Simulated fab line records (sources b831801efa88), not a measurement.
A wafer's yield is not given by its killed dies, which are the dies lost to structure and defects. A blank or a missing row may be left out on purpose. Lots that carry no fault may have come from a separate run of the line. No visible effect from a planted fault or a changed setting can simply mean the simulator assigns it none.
Code-filled problem report in 8D (eight disciplines) form ; flow gf180mcu ; the parts of the form that need people (team, actions taken, sign-off) are left out

## 1. WHAT WENT WRONG
A mean of 2872.0 W is read at GF_TOP_METAL_SPUTTER_03 for cathode-dc-power-W, taken on 1 wafer of 1 lot, against 3000.0 W (standard deviation 0.57) on wafers free of any fault. So: -99 or more standard deviations from the usual mean.
The step: material Ti, target thk 5 nm, time 3.3 s.
Seen first at day 30 13:44 on pvd-sputter-01, wafer L523.6. The record holds 15 wafers of 5 lots with a number at this step. The rule behind "out" and "out of limits": a value lying over 4 standard deviations away from the usual mean. All remaining wafers that have a number are taken as sound.

## 2. WHAT IT IS, WHAT IT ISN'T
question;is;is not
which readings at this step;cathode-dc-power-W;throttle-valve-pct
which lots;L523;L521, L526, L532, L534
which wafers of those lots;L523.6;L523.1, L523.4
read on which tools;pvd-sputter-01;pvd-sputter-02, pvd-sputter-03
when;from day 30 13:44;"up to then (5 sound wafers); but 9 sound wafers of L526, L532, L534 came after"

## 3. THE SUSPECTS, EACH WITH WHAT RULES IT OUT
Counting: if a tool at a process step up to the reading ran every lot that is out, it stays a suspect. Sound lots after the first of them don't rule it out here, since some wafers of a struck lot are sound.
- pvd-sputter-02 at GF_V5_SPUTTER_21 (material Ti, target thk 15 nm, time 80.02 s): kept. The lot that is out, L523, ran on it at day 30 12:52; the last sound lot it ran before that was L521, at day 29 20:07.
- pvd-sputter-02 at GF_V5_SPUTTER_22 (material TiN, target thk 10 nm, time 40 s): kept. The lot that is out, L523, ran on it at day 30 12:55; the last sound lot it ran before that was L521, at day 29 20:10.
- pvd-sputter-01 at GF_TOP_METAL_SPUTTER_01 (material TiN, target thk 30 nm, time 25 s): kept. The lot that is out, L523, ran on it at day 30 13:39; the last sound lot it ran before that was L521, at day 29 20:54.
- pvd-sputter-01 at GF_TOP_METAL_SPUTTER_02 (material AlCu, target thk 900 nm, time 47.82 s): kept. The lot that is out, L523, ran on it at day 30 13:41; the last sound lot it ran before that was L521, at day 29 20:56.
- pvd-sputter-01 at GF_TOP_METAL_SPUTTER_03 (material Ti, target thk 5 nm, time 3.3 s): kept. The lot that is out, L523, ran on it at day 30 13:44; the last sound lot it ran before that was L521, at day 29 20:59. On those wafers its own readings are out: cathode-dc-power-W.
Left after counting: pvd-sputter-02 at GF_V5_SPUTTER_21, pvd-sputter-02 at GF_V5_SPUTTER_22, pvd-sputter-01 at GF_TOP_METAL_SPUTTER_01, pvd-sputter-01 at GF_TOP_METAL_SPUTTER_02, pvd-sputter-01 at GF_TOP_METAL_SPUTTER_03.

## 4. THE CAUSE (what the simulator had put in)
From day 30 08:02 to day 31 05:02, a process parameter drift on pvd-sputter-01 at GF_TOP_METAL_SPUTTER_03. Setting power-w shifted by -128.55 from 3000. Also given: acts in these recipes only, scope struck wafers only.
Of the 5 suspects that counting leaves, this tool is one.

## 5. THE CHAIN OF EFFECTS, in route order
Rows list readings where the struck wafers' mean (over those with a number) sits beyond 3 standard deviations from the usual. Scope: only readings with a usual standard deviation given in the record; hours: median across lots of the time from each lot's start at the first step in this table that gives one to its start at this step; sigmas: change in usual standard deviations.
hours;step;reading;usual;on struck wafers;change;sigmas
0;GF_TOP_METAL_SPUTTER_03;cathode-dc-power-W;3000.0 W;2872.0;-128.0;-99 or more
Process steps it contains:
- GF_TOP_METAL_SPUTTER_03: material Ti, target thk 5 nm, time 3.3 s.

## 6. HOW IT WOULD HAVE BEEN CAUGHT EARLIER
6 hours passed between the start of the fault at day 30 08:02 and the first reading out of limits in this record, taken at day 30 13:44.
